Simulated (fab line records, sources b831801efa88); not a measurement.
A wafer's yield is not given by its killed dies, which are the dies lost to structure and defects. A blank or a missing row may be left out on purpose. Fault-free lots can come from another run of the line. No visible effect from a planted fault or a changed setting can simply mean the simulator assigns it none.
What tool caused it? + flow sky130 + 13 lots with 39 wafers sampled at 6 steps, on a route of 708 steps

## WHAT THE GAUGES SHOWED, per wafer
SKY_SONOS_ONO_OVL_MEAS_14.
| lot  | measured     | on         | SONOS_ONO_OVL (nm) |
|------|--------------|------------|--------------------|
| L209 | day 13 18:54 | overlay-01 | -2.1 -0.9 -2.2     |
| L211 | day 14 11:32 | overlay-02 | -1.2 0.9 -0.8      |
| L213 | day 15 04:10 | overlay-01 | -0.3 -0.1 1.0      |
| L214 | day 15 09:27 | overlay-02 | 0.9 -0.2 -1.1      |
| L215 | day 15 23:29 | overlay-01 | 1.0 0.5 0.1        |
| L216 | day 16 06:26 | overlay-01 | 1.0 -0.9 0.7       |
| L217 | day 16 14:43 | overlay-01 | 1.3 0.4 2.1        |
| L218 | day 17 01:36 | overlay-01 | -3.7 -4.4 -2.8     |
| L219 | day 17 19:01 | overlay-02 | 0.6 0.0 -0.3       |
| L222 | day 18 08:16 | overlay-02 | 2.2 1.4 1.7        |
| L221 | day 18 09:31 | overlay-02 | 2.8 2.0 2.0        |
| L223 | day 18 14:55 | overlay-01 | -0.5 0.9 2.1       |
| L227 | day 20 01:32 | overlay-02 | 1.6 -0.4 -0.2      |

SKY_LDD_P_TW_MEAS_11.
| lot  | measured     | on            | LDD_P_TW    |
|------|--------------|---------------|-------------|
| L209 | day 20 10:05 | film metro-03 | 628 628 630 |
| L211 | day 21 04:26 | film metro-03 | 626 622 626 |
| L213 | day 21 16:29 | film metro-01 | 633 630 631 |
| L214 | day 23 02:11 | film metro-01 | 634 633 630 |
| L215 | day 23 03:07 | film metro-02 | 646 644 646 |
| L216 | day 23 04:25 | film metro-03 | 630 627 626 |
| L217 | day 23 11:01 | film metro-03 | 624 625 625 |
| L218 | day 23 17:25 | film metro-01 | 632 632 632 |
| L219 | day 24 14:38 | film metro-02 | 648 646 645 |
| L222 | day 25 01:03 | film metro-03 | 625 631 627 |
| L221 | day 25 03:26 | film metro-02 | 30 30 31    |
| L223 | day 25 09:53 | film metro-03 | 628 629 627 |
| L227 | day 26 20:18 | film metro-01 | 635 635 636 |

SKY_LDD_HVN_TW_MEAS_10.
| lot  | measured     | on            | LDD_HVN_TW     |
|------|--------------|---------------|----------------|
| L209 | day 21 16:43 | film metro-03 | 1408 1406 1410 |
| L211 | day 22 10:52 | film metro-04 | 1436 1435 1432 |
| L213 | day 22 23:04 | film metro-04 | 1429 1440 1437 |
| L214 | day 24 08:33 | film metro-04 | 1438 1434 1432 |
| L215 | day 24 08:52 | film metro-04 | 1423 1426 1433 |
| L216 | day 24 09:31 | film metro-04 | 1429 1429 1432 |
| L217 | day 24 16:54 | film metro-03 | 1406 1406 1411 |
| L218 | day 24 23:09 | film metro-03 | 1414 1413 1411 |
| L219 | day 25 20:58 | film metro-03 | 1407 1411 1414 |
| L222 | day 26 06:25 | film metro-04 | 1423 1427 1429 |
| L221 | day 26 08:29 | film metro-04 | 1423 1420 1415 |
| L223 | day 26 15:01 | film metro-04 | 1416 1424 1421 |
| L227 | day 28 01:22 | film metro-03 | 1408 1413 1417 |

## TOOL THAT RAN EACH LOT (tool first, then ch and the chambers of the sampled wafers, then the start)
| lot  | SKY_POLY_GATE_ETCH_16              | SKY_LDD_N_STRIP_16                   | SKY_LDD_P_STRIP_10                   |
|------|------------------------------------|--------------------------------------|--------------------------------------|
| L209 | rie diel-04 ch 0,1,3, day 17 16:23 | plasma asher-04 ch 0,1, day 19 03:04 | plasma asher-02 ch 0,1, day 20 09:59 |
| L211 | rie diel-01 ch 1,2, day 18 11:07   | plasma asher-01 ch 0,1, day 19 21:28 | plasma asher-03 ch 0,1, day 21 04:20 |
| L213 | rie diel-04 ch 0,1,2, day 18 23:49 | plasma asher-03 ch 0,1, day 20 09:57 | plasma asher-02 ch 0,1, day 21 16:23 |
| L214 | rie diel-01 ch 2,3, day 20 09:37   | plasma asher-03 ch 0,1, day 21 19:21 | plasma asher-03 ch 0,1, day 23 02:05 |
| L215 | rie diel-02 ch 0,1,3, day 20 09:44 | plasma asher-03 ch 0,1, day 21 20:25 | plasma asher-02 ch 0,1, day 23 03:01 |
| L216 | rie diel-04 ch 1,2, day 20 10:52   | plasma asher-03 ch 0,1, day 21 21:46 | plasma asher-03 ch 1, day 23 04:19   |
| L217 | rie diel-01 ch 0,2,3, day 20 18:16 | plasma asher-04 ch 0,1, day 22 04:01 | plasma asher-02 ch 0,1, day 23 10:55 |
| L218 | rie diel-04 ch 2,3, day 21 02:07   | plasma asher-04 ch 0,1, day 22 11:28 | plasma asher-01 ch 0,1, day 23 17:19 |
| L219 | rie diel-01 ch 1,2, day 21 23:10   | plasma asher-04 ch 0,1, day 23 09:04 | plasma asher-02 ch 0,1, day 24 14:32 |
| L222 | rie diel-01 ch 2,3, day 22 10:22   | plasma asher-01 ch 0,1, day 23 19:21 | plasma asher-03 ch 0,1, day 25 00:56 |
| L221 | rie diel-04 ch 2,3, day 22 12:43   | plasma asher-04 ch 0,1, day 23 21:45 | plasma asher-01 ch 0,1, day 25 03:19 |
| L223 | rie diel-02 ch 1,3, day 22 19:10   | plasma asher-01 ch 0,1, day 24 03:58 | plasma asher-02 ch 0,1, day 25 09:47 |
| L227 | rie diel-04 ch 1,2,3, day 24 05:25 | plasma asher-01 ch 0,1, day 25 14:39 | plasma asher-01 ch 1, day 26 20:11   |
- SKY_POLY_GATE_ETCH_16: etches Si3N4 in CH3F/O2, stops on poly-Si, time 147.5 s, target depth 75 nm.
- SKY_LDD_N_STRIP_16: strips in O2/N2.
- SKY_LDD_P_STRIP_10: strips in O2/N2.

## AS READ BY THE TOOLS THEMSELVES (means over the sampled wafers that have a number; for cases with no such wafer, the mark the record gives instead)
SKY_POLY_GATE_ETCH_16.
| lot  | tool        | drypump motor current A (A) | oes product au (a.u.) | throttle valve pct (%) |
|------|-------------|-----------------------------|-----------------------|------------------------|
| L209 | rie diel-04 | 6.0                         | 0.642                 | 10.543                 |
| L211 | rie diel-01 | 5.3                         | 0.648                 | 10.527                 |
| L213 | rie diel-04 | 6.0                         | 0.638                 | 10.538                 |
| L214 | rie diel-01 | 5.9                         | 0.641                 | 10.537                 |
| L215 | rie diel-02 | 5.6                         | 0.636                 | 10.531                 |
| L216 | rie diel-04 | 5.9                         | 0.636                 | 10.531                 |
| L217 | rie diel-01 | 5.7                         | 0.640                 | 10.529                 |
| L218 | rie diel-04 | 5.9                         | 0.643                 | 10.536                 |
| L219 | rie diel-01 | 5.1                         | 0.629                 | 10.527                 |
| L222 | rie diel-01 | 5.9                         | 0.640                 | 10.533                 |
| L221 | rie diel-04 | 5.9                         | 0.634                 | 10.534                 |
| L223 | rie diel-02 | 5.5                         | 0.639                 | 10.541                 |
| L227 | rie diel-04 | 5.9                         | 0.639                 | 10.532                 |

SKY_LDD_N_STRIP_16.
| lot  | tool            | chamber pressure mTorr (mTorr) | drypump motor current A (A) | n2 flow sccm (sccm) | oes product au (a.u.) | strip time to endpoint s (s) |
|------|-----------------|--------------------------------|-----------------------------|---------------------|-----------------------|------------------------------|
| L209 | plasma asher-04 | 1500.4                         | 5.2                         | 299.8               | 0.410                 | 4.301                        |
| L211 | plasma asher-01 | 1499.6                         | 5.5                         | 300.4               | 0.409                 | 4.329                        |
| L213 | plasma asher-03 | 1500.0                         | 5.8                         | 300.5               | 0.406                 | 4.294                        |
| L214 | plasma asher-03 | 1500.5                         | 6.0                         | 300.2               | 0.408                 | 4.327                        |
| L215 | plasma asher-03 | 1500.0                         | 6.0                         | 299.2               | 0.406                 | 4.310                        |
| L216 | plasma asher-03 | 1500.9                         | 6.0                         | 301.0               | 0.408                 | 4.294                        |
| L217 | plasma asher-04 | 1500.7                         | 5.3                         | 299.4               | 0.407                 | 4.340                        |
| L218 | plasma asher-04 | 1501.1                         | 5.3                         | 300.3               | 0.409                 | 4.326                        |
| L219 | plasma asher-04 | 1501.5                         | 5.3                         | 300.9               | 0.407                 | 4.298                        |
| L222 | plasma asher-01 | 1499.3                         | 5.3                         | 300.1               | 0.402                 | 4.293                        |
| L221 | plasma asher-04 | 1510.8                         | 5.3                         | 299.6               | 0.562                 | -                            |
| L223 | plasma asher-01 | 1499.4                         | 5.3                         | 300.5               | 0.406                 | 4.302                        |
| L227 | plasma asher-01 | 1499.4                         | 5.3                         | 299.6               | 0.407                 | 4.314                        |

SKY_LDD_P_STRIP_10.
| lot  | tool            | chamber pressure mTorr (mTorr) | drypump motor current A (A) | n2 flow sccm (sccm) | oes product au (a.u.) | strip time to endpoint s (s) |
|------|-----------------|--------------------------------|-----------------------------|---------------------|-----------------------|------------------------------|
| L209 | plasma asher-02 | 1500.6                         | 5.7                         | 300.5               | 0.716                 | 14.15                        |
| L211 | plasma asher-03 | 1500.3                         | 6.0                         | 300.5               | 0.717                 | 14.14                        |
| L213 | plasma asher-02 | 1500.2                         | 5.7                         | 300.1               | 0.714                 | 14.19                        |
| L214 | plasma asher-03 | 1499.5                         | 6.0                         | 299.6               | 0.717                 | 14.23                        |
| L215 | plasma asher-02 | 1500.0                         | 5.6                         | 299.1               | 0.716                 | 14.17                        |
| L216 | plasma asher-03 | 1498.9                         | 6.1                         | 300.9               | 0.712                 | 14.18                        |
| L217 | plasma asher-02 | 1498.9                         | 5.4                         | 300.2               | 0.714                 | 14.19                        |
| L218 | plasma asher-01 | 1500.0                         | 5.5                         | 299.9               | 0.716                 | 14.21                        |
| L219 | plasma asher-02 | 1500.0                         | 5.6                         | 301.0               | 0.718                 | 14.16                        |
| L222 | plasma asher-03 | 1499.7                         | 6.0                         | 300.7               | 0.715                 | 14.22                        |
| L221 | plasma asher-01 | 1499.3                         | 5.5                         | 300.0               | 0.715                 | 17.88                        |
| L223 | plasma asher-02 | 1499.6                         | 5.4                         | 299.9               | 0.715                 | 14.19                        |
| L227 | plasma asher-01 | 1499.0                         | 5.2                         | 299.9               | 0.717                 | 14.20                        |

## THE ANSWER, worked out from the rows above alone
Rule: the usual values come from the lots themselves. Put in order of their means at a reading, lots are off if they are a third of the lots or fewer, leave a main group of 4 or more, and stand apart from it by a gap of 3 or more times the standard deviation of the main group's means; of several such gaps the widest counts. A main group is skipped when, at the precision printed for the reading in the tables above, its means are all equal. Also off: a lot with no number at a reading for which 4 or more lots have one. Where the step has rows for the other lots, those lots are counted as sound. After the gauges, taken in route order, come the tools' own readings; for these a lot's mean is taken, as printed above. The first step at which some lot is off is used, and at that step the reading that is off furthest; a lot without a number counts as furthest.
Off: L221, at SKY_LDD_P_TW_MEAS_11 (LDD_P_TW). The main group has a mean of 632 with a standard deviation of 6.9.
If a tool, at a process step before that reading, ran all the lots that are off and no sound lot after the first of them, it fits. The gauges at SKY_LDD_P_TW_MEAS_11 aren't tried: what is off there is off at SKY_LDD_N_STRIP_16 too, on other tools, and a gauge's error can't cause that. One candidate fits, namely plasma asher-04 at SKY_LDD_N_STRIP_16. Its last sound lot is L219 (day 23 09:04), its first lot that is off L221 (day 23 21:45): a fault that began between those two fits.
The tool's own readings at SKY_LDD_N_STRIP_16 bear it out: on the lots that are off they differ by more than 5 times the standard deviation of the sound lots' means. chamber pressure mTorr reads 1510.8 mTorr there against 1500.2 mTorr on the sound lots; oes product au reads 0.562 a.u. there against 0.407 a.u. on the sound lots.
Blank at SKY_LDD_N_STRIP_16 on the lots that are off, where sound lots have numbers: strip time to endpoint s.

## WHAT WAS PUT IN BY THE SIMULATOR
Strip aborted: plasma asher-04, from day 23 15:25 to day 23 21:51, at SKY_LDD_N_STRIP_16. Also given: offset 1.
Struck lots among those shown: L221. This agrees with what the rule above found.
